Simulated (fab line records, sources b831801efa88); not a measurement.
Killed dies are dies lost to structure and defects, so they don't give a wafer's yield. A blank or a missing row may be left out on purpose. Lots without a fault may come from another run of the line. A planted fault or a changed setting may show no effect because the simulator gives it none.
fab line records | flow gf180mcu
record lots=24 wafers=72 last_day=34
route steps=602 shown V1@349 V2@404 V3@445 V5@558
lots that met no fault: from a run of the same line without faults
start_h: hours from the record's first day to the start of the lot's first wafer shown | wait_h: hours since the lot's step before | " the same as in the row above | L1.1+2: a row that stands for several wafers | - no value, or no start given | * or withheld: withheld | < > ~ a bound
route shown NAME@n: a module of which the file shows steps, and the number in the route of the first | usual: mean/standard deviation of fault-free wafers | same: alike in all rows | chamber/n: place in a boat | sites: the reading at each site | _std_site: their standard deviation | _edge_site: outer sites' mean less inner sites' | radius_mm: how far each site lies from the wafer's centre | mask NAME#n: copy n | behind: the tool/chamber that last shaped the wafer | hold: why the lot was held/for how many hours/how that ended | device: the transistor (n, p or np) that didn't switch | end of line: the same wafers' tests at the end of the route | a step without rows: its recipe alone | killed: dies lost to structure and defects at the first sort, not the wafer's yield | map: a wafer's dies, x killed, . not, _ none there
set.NAME: the setting as run; set.NAME@STEP: as run at that earlier step | model.NAME: the simulator's own value behind a step, which no gauge read
steps of the route over a sample of lots; a table a step, a row a wafer
services: from which hour (start_h, from the record's first day; less than 0 if before it) a tool's chamber was out of use, for how many hours, and why
## steps
# step GF_V1_CD_MEAS_14
# recipe target_cd_nm=260
# usual cd_nm=260.2/1.2
# columns lot.wafer tool chamber start_h wait_h cd_nm
L074.1 cd_sem-01 - 419.82 0.1 260.7
L074.3 " - " " 261.1
L074.5 " - " " 261.4
L075.2 cd_sem-02 - 423.55 0.1 260.6
L075.3 " - " " 259.7
L075.5 " - " " 260.1
L076.1 cd_sem-02 - 424.72 0.1 259.8
L076.3 " - " " 260.2
L076.6 " - " " 259.7
L077.4 cd_sem-02 - 432.63 0.1 262.3
L077.5 " - " " 261.4
L077.6 " - " " 260.7
L078.1 cd_sem-01 - 449.48 0.1 260.5
L078.2 " - " " 261.2
L078.6 " - " " 260.7
L079.4 cd_sem-02 - 456.37 0.1 258.1
L079.5 " - " " 258.2
L079.6 " - " " 257.4
L080.4 cd_sem-01 - 473.48 0.1 260.3
L080.5 " - " " 260.5
L080.6 " - " " 260.6
L081.1 cd_sem-01 - 484.06 0.1 261.1
L081.3 " - " " 261.1
L081.5 " - " " 260.7
L082.3 cd_sem-01 - 492.27 0.1 257.9
L082.5 " - " " 258.6
L082.6 " - " " 258.5
L083.3 cd_sem-02 - 495.41 0.1 261.9
L083.4 " - " " 261.7
L083.5 " - " " 262.2
L084.1 cd_sem-02 - 513.91 0.1 262.9
L084.5 " - " " 262.2
L084.6 " - " " 261.1
L085.1 cd_sem-01 - 519.43 0.2 261.5
L085.2 " - " " 261.2
L085.4 " - " " 260.5
L086.1 cd_sem-01 - 524.52 0.1 261.7
L086.2 " - " " 262.0
L086.5 " - " " 261.8
L087.2 cd_sem-01 - 527.73 0.1 258.3
L087.4 " - " " 259.7
L087.6 " - " " 258.8
L088.1 cd_sem-01 - 542.78 0.1 261.7
L088.5 " - " " 261.4
L088.6 " - " " 262.4
L089.2 cd_sem-02 - 552.58 0.1 260.7
L089.4 " - " " 260.4
L089.6 " - " " 260.3
L091.4 cd_sem-01 - 564.42 0.1 259.3
L091.5 " - " " 260.0
L091.6 " - " " 259.6
L090.1 cd_sem-01 - 567.72 0.1 260.7
L090.4 " - " " 259.1
L090.5 " - " " 260.7
L092.3 cd_sem-02 - 569.27 0.1 259.9
L092.4 " - " " 261.2
L092.6 " - " " 260.6
L093.1 cd_sem-01 - 579.12 0.1 260.1
L093.4 " - " " 259.1
L093.6 " - " " 259.7
L094.1 cd_sem-01 - 580.03 0.1 258.9
L094.4 " - " " 257.7
L094.5 " - " " 259.9
L095.2 cd_sem-01 - 592.53 0.1 259.1
L095.4 " - " " 258.8
L095.5 " - " " 260.0
L096.3 cd_sem-02 - 599.81 0.1 259.9
L096.4 " - " " 260.5
L096.5 " - " " 258.6
L097.1 cd_sem-01 - 599.91 0.1 260.8
L097.2 " - " " 260.6
L097.5 " - " " 260.9
# step GF_V2_SPUTTER_22
# recipe material=TiN target_thk_nm=10 chamber_pressure_pa=5 power_w=4000 time_s=40
# usual chamber_pressure_pa=5.000/0.0097 throttle_valve_pct=30.3/0.99
# columns lot.wafer tool chamber start_h wait_h chamber_pressure_pa throttle_valve_pct
L074.1 pvd_sputter-03 - 471.40 0.0 4.995 28.9
L074.3 " - " " 4.994 30.3
L074.5 " - " " 4.997 31.0
L075.2 pvd_sputter-04 - 475.44 0.0 4.981 30.8
L075.3 " - " " 5.012 31.9
L075.5 " - " " 4.998 30.6
L076.1 pvd_sputter-03 - 477.39 0.0 5.009 30.6
L076.3 " - " " 4.985 28.8
L076.6 " - " " 4.998 30.8
L077.4 pvd_sputter-04 - 485.34 0.0 5.013 32.1
L077.5 " - " " 4.995 30.7
L077.6 " - " " 4.985 30.6
L078.1 pvd_sputter-03 - 501.29 0.0 5.014 30.4
L078.2 " - " " 5.004 31.4
L078.6 " - " " 5.000 30.3
L079.4 pvd_sputter-03 - 508.16 0.0 5.008 30.3
L079.5 " - " " 4.984 28.9
L079.6 " - " " 5.013 30.3
L080.4 pvd_sputter-03 - 525.26 0.0 4.996 29.1
L080.5 " - " " 5.004 30.7
L080.6 " - " " 5.013 31.8
L081.1 pvd_sputter-03 - 534.80 0.0 5.003 30.3
L081.3 " - " " 5.005 31.6
L081.5 " - " " 5.021 30.9
L082.3 pvd_sputter-04 - 542.76 0.0 4.995 30.8
L082.5 " - " " 4.995 30.6
L082.6 " - " " 4.991 32.2
L083.3 pvd_sputter-04 - 546.39 0.0 4.998 32.0
L083.4 " - " " 4.997 30.4
L083.5 " - " " 5.009 30.7
L084.1 pvd_sputter-02 - 561.95 0.0 5.001 28.9
L084.5 " - " " 5.004 30.6
L084.6 " - " " 4.993 28.7
L085.1 pvd_sputter-02 - 568.41 0.0 5.002 30.6
L085.2 " - " " 5.010 29.0
L085.4 " - " " 5.007 30.8
L086.1 pvd_sputter-03 - 573.14 0.0 4.996 28.6
L086.2 " - " " 5.005 30.4
L086.5 " - " " 5.001 31.4
L087.2 pvd_sputter-03 - 576.49 0.0 5.020 30.6
L087.4 " - " " 4.988 31.6
L087.6 " - " " 4.989 28.8
L088.1 pvd_sputter-02 - 589.86 0.0 5.004 30.9
L088.5 " - " " 4.998 30.6
L088.6 " - " " 4.996 28.9
L089.2 pvd_sputter-03 - 598.74 0.0 4.999 30.6
L089.4 " - " " 4.984 31.6
L089.6 " - " " 4.991 31.4
L091.4 pvd_sputter-02 - 610.16 0.0 4.990 30.9
L091.5 " - " " 4.997 29.0
L091.6 " - " " 4.986 30.8
L090.1 pvd_sputter-04 - 613.36 0.0 5.004 30.4
L090.4 " - " " 5.003 32.1
L090.5 " - " " 4.997 32.0
L092.3 pvd_sputter-02 - 613.99 0.0 4.980 29.0
L092.4 " - " " 4.990 31.0
L092.6 " - " " 5.009 28.5
L093.1 pvd_sputter-03 - 624.10 0.0 4.992 31.0
L093.4 " - " " 4.989 28.8
L093.6 " - " " 4.985 28.8
L094.1 pvd_sputter-02 - 625.00 0.0 5.001 30.9
L094.4 " - " " 4.988 30.7
L094.5 " - " " 4.994 30.8
L095.2 pvd_sputter-03 - 637.36 0.0 5.003 30.8
L095.4 " - " " 5.003 30.4
L095.5 " - " " 5.000 30.8
L096.3 pvd_sputter-02 - 644.03 0.0 4.995 29.0
L096.4 " - " " 4.993 30.6
L096.5 " - " " 4.991 30.9
L097.1 pvd_sputter-03 - 644.34 0.0 5.012 31.2
L097.2 " - " " 5.003 30.3
L097.5 " - " " 5.012 30.5
# step GF_V2_CMP_26
# recipe stop_on=SiO2 down_force_psi=3.5 platen_rpm=60 t_overpolish_s=15 target_thk_nm=0 pad_velocity_m_s=0.94248
# usual edge_zone_pressure_frac=1.001/0.0046 motor_current_A=12.1/0.76 overpolish_run_s=15.000/0.0086 time_to_endpoint_s=85/4.1
# columns lot.wafer tool chamber start_h wait_h edge_zone_pressure_frac motor_current_A overpolish_run_s time_to_endpoint_s
L074.3 cmp-02 1 471.73 0.0 1.001 11.9 14.994 83
L074.1 " 0 " " 0.997 12.2 15.005 85
L074.5 " 1 " " 0.998 12.2 14.994 79
L075.2 cmp-01 0 475.88 0.0 0.997 10.8 14.992 85
L075.3 " 2 " " 1.001 12.9 15.001 87
L075.5 " 0 " " 0.996 10.9 14.997 87
L076.3 cmp-01 2 477.72 0.0 1.001 12.0 14.998 89
L076.1 " 1 " " 1.006 12.9 14.994 81
L076.6 " 3 " " 0.993 11.4 14.998 83
L077.4 cmp-01 3 485.67 0.0 1.002 11.9 15.012 88
L077.5 " 3 " " 1.002 11.3 15.006 86
L077.6 " 0 " " 1.004 10.8 15.001 96
L078.2 cmp-01 0 501.72 0.1 0.999 11.1 15.009 89
L078.1 " 1 " " 0.995 12.6 15.006 87
L078.6 " 3 " " 1.002 11.5 14.998 84
L079.4 cmp-01 0 508.59 0.1 0.998 11.3 15.001 88
L079.5 " 2 " " 0.995 12.8 14.986 88
L079.6 " 3 " " 1.001 11.2 14.999 88
L080.4 cmp-01 1 525.64 0.1 0.997 13.1 14.985 81
L080.6 " 0 " " 0.999 10.6 15.000 88
L080.5 " 1 " " 0.994 13.2 15.013 85
L081.3 cmp-01 3 535.18 0.1 1.001 11.3 14.990 81
L081.1 " 0 " " 1.003 10.6 15.002 87
L081.5 " 3 " " 1.004 11.8 14.996 84
L082.3 cmp-02 3 543.14 0.1 1.002 11.3 14.987 95
L082.6 " 2 " " 1.004 13.0 14.994 87
L082.5 " 3 " " 0.996 11.8 14.991 95
L083.3 cmp-02 1 546.72 0.0 1.004 12.4 15.016 82
L083.4 " 3 " " 0.995 11.6 14.992 91
L083.5 " 1 " " 1.003 12.0 15.013 81
L084.1 cmp-01 0 562.33 0.1 1.008 11.7 14.987 88
L084.5 " 3 " " 0.998 11.6 15.002 85
L084.6 " 0 " " 1.000 11.0 15.002 90
L085.2 cmp-02 3 568.74 0.0 1.000 11.6 15.003 87
L085.4 " 1 " " 1.006 11.2 15.015 79
L085.1 " 2 " " 1.008 12.8 14.991 81
L086.2 cmp-02 0 573.47 0.0 1.006 12.2 14.994 87
L086.1 " 2 " " 0.995 12.9 14.987 85
L086.5 " 0 " " 1.009 12.9 14.982 85
L087.2 cmp-02 1 576.92 0.1 1.002 12.1 15.002 81
L087.4 " 2 " " 1.009 13.1 14.993 84
L087.6 " 3 " " 1.002 11.7 15.003 84
L088.1 cmp-02 0 590.19 0.1 1.001 12.1 15.006 90
L088.6 " 0 " " 1.003 12.7 14.999 89
L088.5 " 1 " " 0.997 12.1 15.003 81
L089.2 cmp-02 1 599.07 0.0 1.006 12.0 14.993 76
L089.4 " 0 " " 1.000 12.2 15.021 85
L089.6 " 1 " " 1.000 11.8 15.011 76
L091.4 cmp-01 0 610.88 0.4 0.998 11.1 14.981 91
L091.6 " 1 " " 1.003 12.3 14.998 84
L091.5 " 2 " " 0.999 12.7 15.004 90
L090.1 cmp-01 3 613.84 0.2 1.003 11.4 15.012 85
L090.4 " 0 " " 0.999 11.0 15.001 89
L090.5 " 2 " " 1.016 12.3 15.016 88
L092.3 cmp-02 2 614.48 0.1 0.999 13.4 15.010 80
L092.4 " 0 " " 1.007 12.7 15.001 80
L092.6 " 1 " " 0.996 11.9 15.010 78
L093.1 cmp-01 2 624.64 0.1 1.005 12.2 14.993 88
L093.4 " 3 " " 0.992 11.1 15.003 85
L093.6 " 0 " " 0.998 10.7 14.990 87
L094.1 cmp-02 1 625.64 0.2 1.001 12.0 14.988 77
L094.4 " 2 " " 1.001 13.4 14.989 78
L094.5 " 3 " " 1.005 10.9 14.983 81
L095.4 cmp-02 3 637.69 0.0 1.000 11.7 15.009 88
L095.2 " 1 " " 1.010 12.0 15.011 78
L095.5 " 0 " " 1.001 12.5 14.983 83
L096.3 cmp-01 1 644.46 0.1 0.999 12.0 15.004 82
L096.4 " 2 " " 1.004 12.5 14.989 87
L096.5 " 0 " " 1.006 10.8 15.012 83
L097.2 cmp-02 1 644.83 0.1 0.990 12.2 15.004 79
L097.1 " 3 " " 1.005 11.7 14.994 87
L097.5 " 0 " " 1.008 12.6 15.013 85
# step GF_V3_ETCH_16
# recipe chemistry=N2/H2 target_depth_a=withheld overetch_a=withheld time_s=withheld target=BARC ion_energy_ev=200 source_w=500 bias_w=100 pressure_mtorr=30 n2_flow_sccm=100 h2_flow_sccm=200
# usual drypump_motor_current_A=5.7/0.42 oes_product_au=0.855/0.0045 throttle_valve_pct=13.225/0.0081
# columns lot.wafer tool chamber start_h wait_h drypump_motor_current_A oes_product_au throttle_valve_pct
L074.1 rie_diel-02 0 521.88 0.0 5.4 0.859 13.234
L074.3 " 3 " " 5.9 0.842 13.217
L074.5 " 1 " " 5.1 0.857 13.219
L075.2 rie_diel-03 0 525.59 0.0 5.8 0.857 13.233
L075.3 " 1 " " 6.3 0.847 13.233
L075.5 " 2 " " 6.3 0.853 13.231
L076.1 rie_diel-01 1 527.74 0.0 5.3 0.865 13.225
L076.3 " 3 " " 5.5 0.863 13.230
L076.6 " 2 " " 5.9 0.856 13.203
L077.4 rie_diel-02 3 534.58 0.0 5.9 0.853 13.219
L077.5 " 1 " " 5.1 0.854 13.240
L077.6 " 0 " " 5.4 0.850 13.228
L078.1 rie_diel-02 0 549.59 0.0 5.4 0.855 13.228
L078.2 " 3 " " 5.9 0.860 13.236
L078.6 " 0 " " 5.4 0.858 13.243
L079.4 rie_diel-03 0 555.36 0.0 5.7 0.860 13.220
L079.5 " 2 " " 6.3 0.857 13.227
L079.6 " 3 " " 5.4 0.852 13.192
L080.4 rie_diel-02 2 572.02 0.0 5.9 0.858 13.225
L080.5 " 3 " " 5.9 0.856 13.234
L080.6 " 0 " " 5.4 0.858 13.218
L081.1 rie_diel-01 1 580.54 0.0 5.3 0.855 13.216
L081.3 " 3 " " 5.5 0.853 13.223
L081.5 " 3 " " 5.5 0.859 13.234
L082.3 rie_diel-01 2 588.42 0.0 5.9 0.860 13.237
L082.5 " 2 " " 5.9 0.855 13.230
L082.6 " 3 " " 5.5 0.853 13.225
L083.3 rie_diel-01 1 591.29 0.0 5.3 0.854 13.222
L083.4 " 3 " " 5.5 0.855 13.235
L083.5 " 3 " " 5.5 0.857 13.230
L084.1 rie_diel-02 2 607.49 0.0 5.8 0.860 13.224
L084.5 " 1 " " 5.1 0.862 13.226
L084.6 " 0 " " 5.4 0.855 13.210
L085.1 rie_diel-03 2 612.33 0.0 6.3 0.864 13.231
L085.2 " 0 " " 5.7 0.849 13.228
L085.4 " 1 " " 6.2 0.858 13.221
L086.1 rie_diel-02 3 616.08 0.0 5.9 0.855 13.227
L086.2 " 1 " " 5.1 0.852 13.208
L086.5 " 0 " " 5.4 0.856 13.215
L087.2 rie_diel-01 1 620.13 0.0 5.3 0.854 13.223
L087.4 " 0 " " 6.6 0.855 13.231
L087.6 " 3 " " 5.5 0.857 13.224
L088.1 rie_diel-01 3 632.87 0.0 5.4 0.855 13.216
L088.5 " 1 " " 5.3 0.856 13.236
L088.6 " 3 " " 5.4 0.845 13.227
L089.2 rie_diel-03 0 641.53 0.0 5.7 0.855 13.238
L089.4 " 1 " " 6.3 0.853 13.229
L089.6 " 2 " " 6.3 0.856 13.200
L091.4 rie_diel-03 0 653.48 0.0 5.8 0.857 13.233
L091.5 " 0 " " 5.8 0.856 13.241
L091.6 " 3 " " 5.4 0.853 13.233
L090.1 rie_diel-03 3 655.92 0.0 5.4 0.853 13.220
L090.4 " 2 " " 6.3 0.849 13.227
L090.5 " 2 " " 6.3 0.859 13.222
L092.3 rie_diel-01 0 656.80 0.0 6.5 0.856 13.218
L092.4 " 2 " " 5.9 0.857 13.220
L092.6 " 3 " " 5.5 0.850 13.230
L093.1 rie_diel-03 2 666.53 0.0 6.3 0.856 13.220
L093.4 " 0 " " 5.8 0.851 13.225
L093.6 " 2 " " 6.3 0.848 13.234
L094.1 rie_diel-01 1 667.48 0.0 5.3 0.853 13.224
L094.4 " 3 " " 5.5 0.858 13.219
L094.5 " 2 " " 5.9 0.850 13.225
L095.2 rie_diel-02 2 678.93 0.0 5.9 0.851 13.223
L095.4 " 1 " " 5.1 0.854 13.220
L095.5 " 2 " " 5.9 0.857 13.214
L096.3 rie_diel-02 1 684.78 0.0 5.1 0.854 13.221
L096.4 " 2 " " 5.8 0.861 13.222
L096.5 " 0 " " 5.5 0.863 13.223
L097.1 rie_diel-01 3 685.28 0.0 5.5 0.855 13.229
L097.2 " 0 " " 6.6 0.854 13.229
L097.5 " 2 " " 5.9 0.862 13.223
# step GF_V3_CMP_26
# recipe stop_on=SiO2 down_force_psi=3.5 platen_rpm=60 t_overpolish_s=15 target_thk_nm=0 pad_velocity_m_s=0.94248
# usual edge_zone_pressure_frac=0.999/0.005 motor_current_A=12.0/0.8 overpolish_run_s=15.000/0.0094 time_to_endpoint_s=86/3.9
# columns lot.wafer tool chamber start_h wait_h edge_zone_pressure_frac motor_current_A overpolish_run_s time_to_endpoint_s
L074.3 cmp-02 1 522.93 0.0 0.999 12.1 14.991 83
L074.1 " 2 " " 1.006 13.3 15.024 83
L074.5 " 1 " " 1.006 12.3 15.018 76
L075.2 cmp-01 0 526.64 0.0 1.005 10.5 15.003 90
L075.3 " 1 " " 0.998 12.9 15.002 84
L075.5 " 1 " " 0.991 12.3 15.009 85
L076.1 cmp-02 2 528.98 0.1 1.002 13.4 14.988 89
L076.3 " 3 " " 0.994 11.0 14.995 90
L076.6 " 0 " " 0.992 13.4 15.014 89
L077.4 cmp-02 1 535.72 0.1 1.004 11.9 14.998 82
L077.6 " 0 " " 0.999 12.8 14.984 85
L077.5 " 1 " " 1.005 11.5 15.009 83
L078.1 cmp-02 1 550.70 0.1 1.001 11.8 15.002 80
L078.2 " 2 " " 1.000 13.0 14.996 83
L078.6 " 1 " " 0.994 12.4 14.989 77
L079.4 cmp-01 1 556.40 0.0 0.998 13.2 14.991 84
L079.5 " 1 " " 1.000 12.6 15.008 89
L079.6 " 2 " " 0.997 13.1 14.994 89
L080.4 cmp-02 2 573.21 0.2 0.999 12.8 14.994 80
L080.5 " 3 " " 1.000 12.7 14.997 87
L080.6 " 0 " " 1.007 12.5 14.999 84
L081.3 cmp-02 1 581.59 0.0 1.004 12.0 14.999 85
L081.1 " 0 " " 0.999 13.1 14.990 90
L081.5 " 2 " " 0.993 13.0 15.009 87
L082.3 cmp-01 1 589.57 0.1 1.002 12.5 15.000 81
L082.5 " 3 " " 0.994 11.5 15.004 86
L082.6 " 0 " " 1.002 10.9 14.986 87
L083.3 cmp-01 3 592.34 0.0 1.005 11.7 14.993 83
L083.4 " 1 " " 0.993 12.6 14.993 79
L083.5 " 3 " " 0.991 11.9 15.001 83
L084.1 cmp-01 0 608.98 0.1 0.992 10.3 15.010 86
L084.6 " 2 " " 1.003 12.4 14.989 88
L084.5 " 3 " " 1.003 10.9 15.011 82
L085.4 cmp-01 1 613.54 0.1 0.998 12.3 14.998 80
L085.1 " 2 " " 0.993 12.8 14.989 88
L085.2 " 3 " " 0.993 11.3 15.002 84
L086.2 cmp-01 0 617.21 0.1 0.991 10.2 14.980 83
L086.1 " 2 " " 1.003 12.8 14.994 90
L086.5 " 3 " " 0.991 11.6 14.985 84
L087.2 cmp-01 2 621.22 0.0 0.998 12.6 14.988 86
L087.4 " 0 " " 1.002 10.8 15.017 86
L087.6 " 2 " " 0.995 12.9 15.000 86
L088.1 cmp-02 3 633.93 0.1 0.995 11.4 15.016 90
L088.5 " 3 " " 1.004 11.3 14.998 92
L088.6 " 0 " " 1.003 12.7 14.997 90
L089.2 cmp-01 3 642.69 0.1 0.998 11.9 15.004 85
L089.4 " 0 " " 1.000 11.0 15.011 85
L089.6 " 2 " " 0.995 12.7 15.010 88
L091.4 cmp-01 0 654.64 0.1 1.004 11.4 15.004 91
L091.6 " 2 " " 1.001 12.5 15.012 89
L091.5 " 3 " " 0.993 10.6 15.014 87
L090.4 cmp-01 2 657.07 0.1 1.005 12.7 14.997 92
L090.1 " 3 " " 1.003 11.6 14.987 87
L090.5 " 0 " " 0.995 10.5 14.996 91
L092.4 cmp-02 3 657.85 0.0 1.000 11.6 15.015 87
L092.3 " 1 " " 1.008 12.0 14.990 87
L092.6 " 3 " " 1.003 11.5 14.984 90
L093.4 cmp-01 3 667.64 0.1 0.998 10.9 14.997 84
L093.1 " 1 " " 1.001 12.9 15.011 82
L093.6 " 2 " " 0.997 12.8 14.995 86
L094.1 cmp-02 1 668.63 0.1 0.998 12.0 14.996 85
L094.4 " 0 " " 1.008 12.9 15.015 92
L094.5 " 2 " " 1.002 12.5 15.008 87
L095.4 cmp-01 3 680.01 0.1 1.000 11.5 14.996 86
L095.2 " 1 " " 0.997 12.8 15.018 82
L095.5 " 0 " " 0.996 11.1 14.984 91
L096.3 cmp-01 0 686.23 0.1 0.999 11.1 15.005 92
L096.4 " 1 " " 0.994 12.9 14.997 83
L096.5 " 3 " " 0.997 11.3 14.990 85
L097.2 cmp-02 2 686.52 0.1 0.998 12.8 14.998 79
L097.1 " 3 " " 1.007 11.8 15.007 83
L097.5 " 0 " " 0.999 12.5 14.996 83
# step GF_V5_STRIP_18
# recipe chemistry=O2/N2 power_w=1400 pressure_mtorr=1500 platen_temp_c=250 o2_flow_sccm=3000 n2_flow_sccm=300 overash_fraction=0.5
# usual drypump_motor_current_A=6.04/0.18 heater_power_w=331/13 oes_product_au=0.568/0.0048 platen_temp_c=250.02/0.17
# columns lot.wafer tool chamber start_h wait_h drypump_motor_current_A heater_power_w oes_product_au platen_temp_c rf_hours_counter_h
L074.1 plasma_asher-04 0 633.63 - 5.86 338 0.567 249.98 86
L074.3 " 1 " " 6.10 315 0.567 250.22 -
L074.5 " 1 " " 6.11 313 0.569 250.07 -
L075.2 plasma_asher-04 0 640.22 - 5.87 345 0.560 249.90 87
L075.3 " 0 " " 5.86 346 0.563 249.72 -
L075.5 " 0 " " 5.86 339 0.570 249.89 -
L076.1 plasma_asher-01 1 640.57 - 6.39 313 0.568 250.30 95
L076.3 " 0 " " 5.78 343 0.563 250.01 -
L076.6 " 1 " " 6.36 320 0.565 250.20 -
L077.4 plasma_asher-01 1 647.65 - 6.33 313 0.566 250.10 -
L077.5 " 1 " " 6.34 325 0.568 250.07 -
L077.6 " 0 " " 5.78 332 0.573 249.73 -
L078.1 plasma_asher-04 0 660.18 - 5.88 337 0.561 249.92 90
L078.2 " 1 " " 6.13 322 0.562 249.96 90
L078.6 " 1 " " 6.12 328 0.559 249.91 -
L079.4 plasma_asher-04 0 665.02 - 5.87 339 0.568 249.85 -
L079.5 " 1 " " 6.11 321 0.561 250.07 -
L079.6 " 0 " " 5.86 351 0.566 249.66 -
L080.4 plasma_asher-02 0 679.46 - 6.04 337 0.563 249.97 -
L080.5 " 0 " " 6.04 341 0.572 249.90 -
L080.6 " 1 " " 6.16 327 0.567 249.91 -
L081.1 plasma_asher-02 0 686.52 - 6.05 346 0.569 249.84 21
L081.3 " 1 " " 6.16 328 0.579 250.14 -
L081.5 " 0 " " 6.03 340 0.564 250.13 -
L082.3 plasma_asher-04 1 694.42 - 6.14 318 0.567 250.05 -
L082.5 " 0 " " 5.88 335 0.566 250.16 -
L082.6 " 1 " " 6.14 325 0.574 250.09 -
L083.3 plasma_asher-04 0 696.67 - 5.87 354 0.573 250.41 -
L083.4 " 1 " " 6.12 316 0.560 249.86 -
L083.5 " 0 " " 5.87 339 0.570 250.14 -
L084.1 plasma_asher-01 1 711.28 - 6.39 319 0.569 249.95 102
L084.5 " 0 " " 5.78 333 0.572 249.73 -
L084.6 " 1 " " 6.40 323 0.569 250.00 -
L085.1 plasma_asher-04 0 715.28 - 5.89 343 0.573 250.41 96
L085.2 " 1 " " 6.14 319 0.568 249.95 96
L085.4 " 1 " " 6.14 316 0.573 249.89 -
L086.1 plasma_asher-01 1 717.23 - 6.36 315 0.568 250.44 103
L086.2 " 0 " " 5.79 338 0.566 250.25 103
L086.5 " 0 " " 5.79 336 0.572 249.98 -
L087.2 plasma_asher-02 1 722.77 - 6.16 333 0.567 249.79 25
L087.4 " 1 " " 6.08 324 0.553 250.17 -
L087.6 " 1 " " 6.12 330 0.566 250.18 -
L088.1 plasma_asher-02 1 734.08 - 6.16 338 0.577 250.11 27
L088.5 " 1 " " 6.16 336 0.569 250.16 -
L088.6 " 0 " " 6.06 338 0.574 250.04 -
L089.2 plasma_asher-04 1 740.02 - 6.10 314 0.569 250.15 100
L089.4 " 1 " " 6.13 318 0.566 249.91 -
L089.6 " 0 " " 5.87 354 0.568 250.08 -
L091.4 plasma_asher-04 1 751.57 - 6.09 315 0.575 249.77 -
L091.5 " 1 " " 6.10 325 0.561 249.81 -
L091.6 " 0 " " 5.85 347 0.572 250.03 -
L090.1 plasma_asher-04 0 753.68 - 5.87 346 0.569 249.92 101
L090.4 " 0 " " 5.88 342 0.574 250.18 -
L090.5 " 0 " " 5.88 346 0.573 250.07 -
L092.3 plasma_asher-02 1 754.06 - 6.12 332 0.573 250.16 -
L092.4 " 0 " " 6.02 342 0.570 249.95 -
L092.6 " 1 " " 6.16 333 0.566 249.97 -
L093.1 plasma_asher-02 0 766.38 - 6.03 341 0.568 249.77 30
L093.4 " 1 " " 6.16 336 0.571 250.08 -
L093.6 " 0 " " 6.04 344 0.566 249.90 -
L094.1 plasma_asher-01 0 766.72 - 5.78 336 0.569 249.85 2
L094.4 " 0 " " 5.78 329 0.574 250.04 -
L094.5 " 0 " " 5.77 343 0.573 249.92 -
L095.2 plasma_asher-01 0 772.68 - 5.77 338 0.560 250.12 3
L095.4 " 0 " " 5.77 340 0.567 250.13 -
L095.5 " 0 " " 5.76 332 0.569 250.16 -
L096.3 plasma_asher-04 0 776.72 - 5.87 341 0.568 250.07 -
L096.4 " 1 " " 6.12 319 0.572 250.03 -
L096.5 " 0 " " 5.86 345 0.569 249.94 -
L097.1 plasma_asher-04 1 778.12 - 6.10 312 0.574 249.79 104
L097.2 " 0 " " 5.88 337 0.567 249.79 104
L097.5 " 0 " " 5.86 350 0.561 249.68 -
## services
# columns tool chamber start_h hours kind
cmp-02 - 447.96 0.7 repair
cmp-02 - 452.22 1.3 repair
cmp-01 - 455.97 0.5 repair
cmp-01 - 474.55 0.8 repair
plasma_asher-04 - 477.12 9.7 repair
cmp-02 - 495.84 5.4 pm
cmp-02 - 504.08 0.8 repair
rie_diel-01 3 513.57 3.5 repair
cmp-02 - 531.72 1.3 repair
pvd_sputter-03 - 544.75 7.7 repair
cmp-01 - 572.13 4.0 pm
cmp-02 - 609.13 4.4 repair
cmp-02 - 612.42 1.9 repair
cmp-01 - 625.43 2.0 repair
cmp-02 - 627.82 0.2 repair
cmp-02 - 631.86 1.9 repair
cmp-01 - 637.40 1.0 repair
cmp-02 - 661.89 4.4 repair
cmp-01 - 688.13 65.2 repair
pvd_sputter-03 - 710.06 2.3 repair
cmp-01 - 740.90 0.6 repair
cmp-02 - 744.27 4.0 pm
cmp-01 - 756.09 6.1 pm
cmp-02 - 761.13 3.2 repair
## key
fault none
